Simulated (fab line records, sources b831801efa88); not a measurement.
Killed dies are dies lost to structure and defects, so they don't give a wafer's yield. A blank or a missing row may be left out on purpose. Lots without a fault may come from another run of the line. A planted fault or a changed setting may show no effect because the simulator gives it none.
Chamber matching | flow sky130 | SKY_VIA4_ETCH_12 on rie_diel-02: 4 sister chambers
The step etches SiO2 in C4F8/O2/Ar, stops on TiN, target depth 580 nm. 8 wafers are shown with their chamber, then 6 later ones without.

WAFERS WITH THEIR CHAMBER
wafer  | chamber | bias_w (W) | oes_product_au (a.u.)
L125.5 | 3       | 1196       | 0.925
L126.5 | 2       | 1205       | 0.919
L128.3 | 0       | 1208       | 0.926
L130.1 | 1       | 1193       | 0.929
L130.3 | 2       | 1200       | 0.930
L130.4 | 3       | 1196       | 0.928
L132.1 | 1       | 1197       | 0.919
L132.2 | 0       | 1202       | 0.933

WAFERS WITHOUT THEIR CHAMBER
wafer  | bias_w (W) | oes_product_au (a.u.)
L132.4 | 1203       | 0.926
L136.2 | 1203       | 0.924
L136.3 | 1198       | 0.925
L136.6 | 1199       | 0.919
L142.1 | 1210       | 0.928
L142.5 | 1198       | 0.935

WHICH CHAMBER EACH WENT THROUGH
wafer  | from the rows above               | in truth
L132.4 | can't be placed: 2 or 0 or 3      | 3
L136.2 | can't be placed: 2 or 0           | 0
L136.3 | can't be placed: 3 or 1 or 2 or 0 | 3
L136.6 | can't be placed: 2 or 1 or 3 or 0 | 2
L142.1 | can't be placed: 0 or 2           | 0
L142.5 | can't be placed: 3 or 1 or 2 or 0 | 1
Placed correctly: 0 of 6. Can't be placed from these rows: 6 (the true chamber is among the candidates in 6). Placed wrongly: 0.
How it was worked out, from the rows above alone: a wafer's distance from a chamber is the root of the sum, over the readings, of the square of ((its reading less the chamber's mean) divided by the reading's scatter). The wafer belongs to the nearest chamber; if the next one is less than 2 further off, it can't be placed. A chamber's mean is the mean of its shown wafers. The scatter: the root of (the sum of the squares of (reading less its chamber's mean) over the shown wafers, divided by (wafers less chambers)).
